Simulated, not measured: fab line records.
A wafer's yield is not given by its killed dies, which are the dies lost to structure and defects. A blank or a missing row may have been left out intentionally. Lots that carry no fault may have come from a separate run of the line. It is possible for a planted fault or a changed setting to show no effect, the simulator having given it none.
2 desks looking at one fault ; flow gf180mcu ; only its own numbers are on each desk; what lay behind them is given at the end

METROLOGY DESK
What the gauges read, lot by lot, whatever tool the lot ran on: means of the sampled wafers that have a number. Any lot whose mean is over 4 standard deviations away from the usual mean is out of limits and marked OUT; that distance is given in the brackets.
Columns: A = HV_LDD_03_OVL at GF_HV_LDD_OVL_MEAS_47, usual -0.4 nm; B = HV_LDD_CVD_54_THK at GF_HV_LDD_THK_MEAS_55, usual 10.03 nm; C = cd_nm at GF_CONTACT_CD_MEAS_14, usual 220.0 nm
lot;first seen here;A;B;C
L738;day 12 21:46;-0.9;9.91;218.9
L737;day 12 22:03;0.1;10.02;218.4
L740;day 14 03:10;-2.0;9.88;218.0
L741;day 14 09:04;0.7;9.99;218.8
L743;day 14 18:04;0.2;10.24;222.2
L744;day 15 05:58;0.9;6.76 (-25) OUT;219.1
L745;day 15 15:58;-0.6;6.60 (-26) OUT;220.3
L750;day 16 22:50;-1.1;9.98;220.7
L755;day 18 14:59;-0.6;10.04;221.3
L756;day 19 06:16;-1.7;9.90;220.1
L757;day 19 07:25;-0.8;9.93;220.1
L758;day 19 17:02;-1.4;9.91;221.5
L759;day 20 00:54;2.0;9.88;221.9
Finding of this desk: L744, L745 out of limits, first seen on L744 at day 15 07:35 (HV_LDD_CVD_54_THK at GF_HV_LDD_THK_MEAS_55). In limits: L738, L737, L740, L741, L743, L750, L755, L756, L757, L758, L759.

DESK OF THE TOOL OWNER: lpcvd-02
The tool's own readings at GF_HV_LDD_CVD_54 (deposits SiO2 from TEOS, target thk 10 nm, time 75 s): means of the sampled wafers that have a number, for each lot that ran on this tool. Any lot whose mean is over 4 standard deviations away from the usual mean is out of limits and marked OUT; that distance is given in the brackets.
Columns: A = spike_tc_upper_C at GF_HV_LDD_CVD_54, usual 679.7 C; B = zone_power_centre_pct at GF_HV_LDD_CVD_54, usual 10.0 %
lot;first seen here;A;B
L737;day 12 23:00;680.6;9.0
L741;day 14 09:47;681.3;8.9
L743;day 14 18:40;680.3;9.0
L744;day 15 06:33;680.9;9.0
L745;day 15 16:34;680.1;9.0
L756;day 19 06:52;680.2;9.0
L757;day 19 08:00;679.4;9.6
L758;day 19 17:40;680.8;8.9
L759;day 20 01:29;679.4;8.9
Finding of this desk: none of the 9 lots has anything out of limits.

ALL TOGETHER
An alarm was possible from the metrology desk at day 15 07:35, on L744, L745.
Nothing out of limits was seen by the tool owner's desk.
On record at the tool owner's desk: L744, L745, within its limits.
Every lot named ran GF_HV_LDD_CVD_54 on lpcvd-02.

WHAT THE SIMULATOR HAD PUT IN
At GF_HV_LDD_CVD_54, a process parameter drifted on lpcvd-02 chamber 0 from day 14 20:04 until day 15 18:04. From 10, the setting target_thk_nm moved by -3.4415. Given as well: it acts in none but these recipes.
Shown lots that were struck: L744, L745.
Hours from the fault's start to each desk's first reading out of limits: the metrology desk, 12.
